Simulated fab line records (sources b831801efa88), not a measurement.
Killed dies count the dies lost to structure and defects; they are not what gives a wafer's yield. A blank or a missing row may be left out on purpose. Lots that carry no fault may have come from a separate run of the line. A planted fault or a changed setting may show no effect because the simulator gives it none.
Which tool was responsible? || flow gf180mcu || 36 wafers from 12 lots sampled at 3 of the route's 602 steps

## WHAT THE GAUGES SHOWED, per wafer
GF_M5_CD_MEAS_07: the cd target is 280 nm.
{"lot": "L075", "measured": "day 26 14:29", "on": "cd-sem-02", "cd-nm (nm)": "278.1 280.1 279.2"}
{"lot": "L077", "measured": "day 27 11:40", "on": "cd-sem-01", "cd-nm (nm)": "278.3 277.8 277.6"}
{"lot": "L078", "measured": "day 28 01:05", "on": "cd-sem-01", "cd-nm (nm)": "280.5 280.1 280.6"}
{"lot": "L081", "measured": "day 28 14:56", "on": "cd-sem-02", "cd-nm (nm)": "279.1 279.6 279.5"}
{"lot": "L083", "measured": "day 29 06:43", "on": "cd-sem-01", "cd-nm (nm)": "278.6 277.2 278.7"}
{"lot": "L085", "measured": "day 29 19:13", "on": "cd-sem-01", "cd-nm (nm)": "279.9 279.8 278.5"}
{"lot": "L087", "measured": "day 30 07:16", "on": "cd-sem-02", "cd-nm (nm)": "280.1 279.3 281.3"}
{"lot": "L089", "measured": "day 30 17:18", "on": "cd-sem-01", "cd-nm (nm)": "279.4 278.5 279.2"}
{"lot": "L091", "measured": "day 31 08:14", "on": "cd-sem-01", "cd-nm (nm)": "281.3 280.6 279.7"}
{"lot": "L093", "measured": "day 31 20:07", "on": "cd-sem-01", "cd-nm (nm)": "281.8 281.6 281.7"}
{"lot": "L095", "measured": "day 32 09:13", "on": "cd-sem-02", "cd-nm (nm)": "282.1 281.1 281.6"}
{"lot": "L097", "measured": "day 32 21:27", "on": "cd-sem-02", "cd-nm (nm)": "281.0 281.5 280.6"}

## TOOL THAT RAN EACH LOT (tool first, then ch and the chambers of the sampled wafers, then the start)
{"lot": "L075", "GF_M2_SPUTTER_01": "pvd-sputter-01, day 18 11:44", "GF_V3_ETCH_17": "rie-diel-02 ch 0,1,2, day 26 14:29 or earlier"}
{"lot": "L077", "GF_M2_SPUTTER_01": "pvd-sputter-02, day 19 13:14", "GF_V3_ETCH_17": "rie-diel-04 ch 0,1,3, day 27 11:40 or earlier"}
{"lot": "L078", "GF_M2_SPUTTER_01": "pvd-sputter-01, day 20 05:16", "GF_V3_ETCH_17": "rie-diel-03 ch 0,1, day 28 01:05 or earlier"}
{"lot": "L081", "GF_M2_SPUTTER_01": "pvd-sputter-01, day 20 22:34", "GF_V3_ETCH_17": "rie-diel-04 ch 0,1,2, day 28 14:56 or earlier"}
{"lot": "L083", "GF_M2_SPUTTER_01": "pvd-sputter-03, day 21 18:00", "GF_V3_ETCH_17": "rie-diel-02 ch 1,2, day 29 06:43 or earlier"}
{"lot": "L085", "GF_M2_SPUTTER_01": "pvd-sputter-01, day 22 10:37", "GF_V3_ETCH_17": "rie-diel-03 ch 1,2, day 29 19:13 or earlier"}
{"lot": "L087", "GF_M2_SPUTTER_01": "pvd-sputter-01, day 23 00:08", "GF_V3_ETCH_17": "rie-diel-03 ch 0,2,3, day 30 07:16 or earlier"}
{"lot": "L089", "GF_M2_SPUTTER_01": "pvd-sputter-01, day 23 15:05", "GF_V3_ETCH_17": "rie-diel-03 ch 0,1,2, day 30 17:18 or earlier"}
{"lot": "L091", "GF_M2_SPUTTER_01": "pvd-sputter-03, day 24 11:07", "GF_V3_ETCH_17": "rie-diel-04 ch 0,3, day 31 08:14 or earlier"}
{"lot": "L093", "GF_M2_SPUTTER_01": "pvd-sputter-02, day 24 21:02", "GF_V3_ETCH_17": "rie-diel-04 ch 0,1, day 31 20:07 or earlier"}
{"lot": "L095", "GF_M2_SPUTTER_01": "pvd-sputter-02, day 25 15:36", "GF_V3_ETCH_17": "rie-diel-02 ch 0,1,2, day 32 09:13 or earlier"}
{"lot": "L097", "GF_M2_SPUTTER_01": "pvd-sputter-03, day 26 09:01", "GF_V3_ETCH_17": "rie-diel-04 ch 1,2,3, day 32 21:27 or earlier"}
- GF_M2_SPUTTER_01: material TiN, target thk 30 nm, time 25 s.
- GF_V3_ETCH_17: etches SiO2 in C4F8/O2/Ar, stops on TiN, target depth 635 nm.

## THE ANSWER, worked out from the rows above alone
Rule: the lots themselves supply what counts as usual. The widest of any qualifying gaps counts: lots, ordered by their means at a reading, are off when they make up no more than a third of the lots, leave a main group of 4 or more, and stand apart from it by 3 or more times the standard deviation of that group's means. A main group whose means are all the same, to the digits that the tables above print for the reading, isn't used. Also off: a lot with no number at a reading for which 4 or more lots have one. All remaining lots with rows at the step are treated as sound.
Nothing can be told from this: no lot is off at any reading shown.

## WHAT HAD BEEN PUT IN BY THE SIMULATOR
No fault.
